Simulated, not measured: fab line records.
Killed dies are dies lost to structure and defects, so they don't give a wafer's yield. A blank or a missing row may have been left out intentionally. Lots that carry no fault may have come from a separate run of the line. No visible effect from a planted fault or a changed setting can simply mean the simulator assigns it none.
Chamber matching	flow sky130	4 sister chambers for SKY_POLY_GATE_ETCH_17 on rieSi-02
The step etches poly-Si in HBr/Cl2, stops on SiO2, target depth 180 nm, time 70.5 s. 8 wafers are shown with their chamber, then 8 later ones without.

## WAFERS, EACH WITH ITS CHAMBER
wafer	chamber	drypumpMotorCurrentA (A)	throttleValvePct (%)
L466.1	1	5.8	33.697
L476.2	0	5.9	33.681
L476.4	2	6.3	33.672
L476.6	3	5.2	33.692
L478.4	3	5.1	33.692
L478.5	2	6.3	33.694
L478.6	0	5.9	33.665
L480.2	1	5.9	33.685

## WAFERS MISSING THEIR CHAMBER
wafer	drypumpMotorCurrentA (A)	throttleValvePct (%)
L480.3	5.2	33.682
L480.6	5.9	33.688
L482.1	6.3	33.685
L482.3	5.9	33.695
L482.5	5.9	33.684
L484.2	6.3	33.681
L484.4	5.2	33.687
L484.5	5.1	33.677

## CHAMBER TAKEN BY EACH
wafer	from the rows above	in truth
L480.3	3	3
L480.6	can't be placed: 1 or 0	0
L482.1	2	2
L482.3	can't be placed: 1 or 0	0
L482.5	can't be placed: 0 or 1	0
L484.2	2	2
L484.4	3	3
L484.5	3	3
5 of 8 placed correctly. Not placeable from these rows: 3 (in 3, the candidates include the true chamber). Wrongly placed: 0.
How it was worked out, from the rows above alone: a wafer's distance from a chamber is the root of the sum, over the readings, of the square of ((its reading less the chamber's mean) divided by the reading's scatter). The wafer belongs to the nearest chamber; if the next one is less than 2 further off, it can't be placed. The mean given for a chamber averages the wafers shown for that chamber. The scatter: take each reading less its chamber's mean, square it, sum over the shown wafers, divide by the number of wafers less the number of chambers, and take the root.
